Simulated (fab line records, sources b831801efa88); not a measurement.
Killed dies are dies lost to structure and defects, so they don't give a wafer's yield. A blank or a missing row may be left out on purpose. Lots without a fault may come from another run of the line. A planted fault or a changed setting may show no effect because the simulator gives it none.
One fault seen from 2 desks | flow sky130 | each desk has only its own numbers; what lay behind them comes last

THE METROLOGY DESK
What the gauges read, lot by lot, whatever tool the lot ran on: means of the sampled wafers that have a number. A lot is out of limits, marked OUT, if its mean lies more than 4 standard deviations from the usual mean; the brackets give that distance.
Columns: A = VT_ADJUST_HVTR_TW at SKY_VT_ADJUST_HVTR_TW_MEAS_11, usual 210.8; B = VIA1_OVL at SKY_VIA1_OVL_MEAS_13, usual 2 nm
lot  | first seen here | A               | B
L532 | day 9 18:50     | 212.6           | 5
L534 | day 10 09:06    | 210.7           | 2
L535 | day 10 12:55    | 210.9           | 2
L536 | day 10 23:31    | 211.7           | 5
L537 | day 11 04:47    | 209.6           | 5
L539 | day 11 18:41    | 210.8           | 2
L540 | day 11 21:29    | 211.0           | 2
L543 | day 13 02:16    | 195.3 (-13) OUT | -2
L544 | day 13 09:46    | 195.4 (-13) OUT | 4
L550 | day 15 11:11    | 211.5           | -7
L551 | day 15 19:41    | 212.1           | -2
L554 | day 16 12:13    | 211.8           | 7
This desk's finding: out of limits on L543, L544; first on L543, day 13 02:16 (VT_ADJUST_HVTR_TW at SKY_VT_ADJUST_HVTR_TW_MEAS_11). In limits: L532, L534, L535, L536, L537, L539, L540, L550, L551, L554.

THE TOOL OWNER'S DESK: implanter-03
The tool's own readings at SKY_VT_ADJUST_HVTR_IMPLANT_09: means of the sampled wafers that have a number, for each lot that ran on this tool. A lot is out of limits, marked OUT, if its mean lies more than 4 standard deviations from the usual mean; the brackets give that distance.
Columns: A = beam_on_s at SKY_VT_ADJUST_HVTR_IMPLANT_09, usual 9.97 s; B = faraday_current_uA at SKY_VT_ADJUST_HVTR_IMPLANT_09, usual 11.88
lot  | first seen here | A              | B
L534 | day 10 08:51    | 10.01          | 11.84
L535 | day 10 12:40    | 9.82           | 12.06
L536 | day 10 23:16    | 9.85           | 12.01
L537 | day 11 04:32    | 9.91           | 11.95
L539 | day 11 18:26    | 9.94           | 11.91
L540 | day 11 21:14    | 10.11          | 11.72
L543 | day 13 02:01    | 7.63 (-12) OUT | 15.51 (+15) OUT
L544 | day 13 09:31    | 7.61 (-12) OUT | 15.57 (+15) OUT
L554 | day 16 11:58    | 10.08          | 11.75
This desk's finding: out of limits on L543, L544; first on L543, day 13 02:01 (beam_on_s at SKY_VT_ADJUST_HVTR_IMPLANT_09). In limits: L534, L535, L536, L537, L539, L540, L554.

PUT TOGETHER
The tool owner's desk could have raised an alarm at day 13 02:01, on L543, L544.
The metrology desk could have raised an alarm at day 13 02:16, on L543, L544.
Of the lots named, all ran SKY_VT_ADJUST_HVTR_IMPLANT_09 on implanter-03.

WHAT THE SIMULATOR HAD PUT IN
Process parameter drift: implanter-03, from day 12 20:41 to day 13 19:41, at SKY_VT_ADJUST_HVTR_IMPLANT_09. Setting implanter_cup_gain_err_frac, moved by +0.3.
Lots struck among those shown: L543, L544.
Hours from the fault's start to each desk's first reading out of limits: the tool owner's desk, 5; the metrology desk, 6.
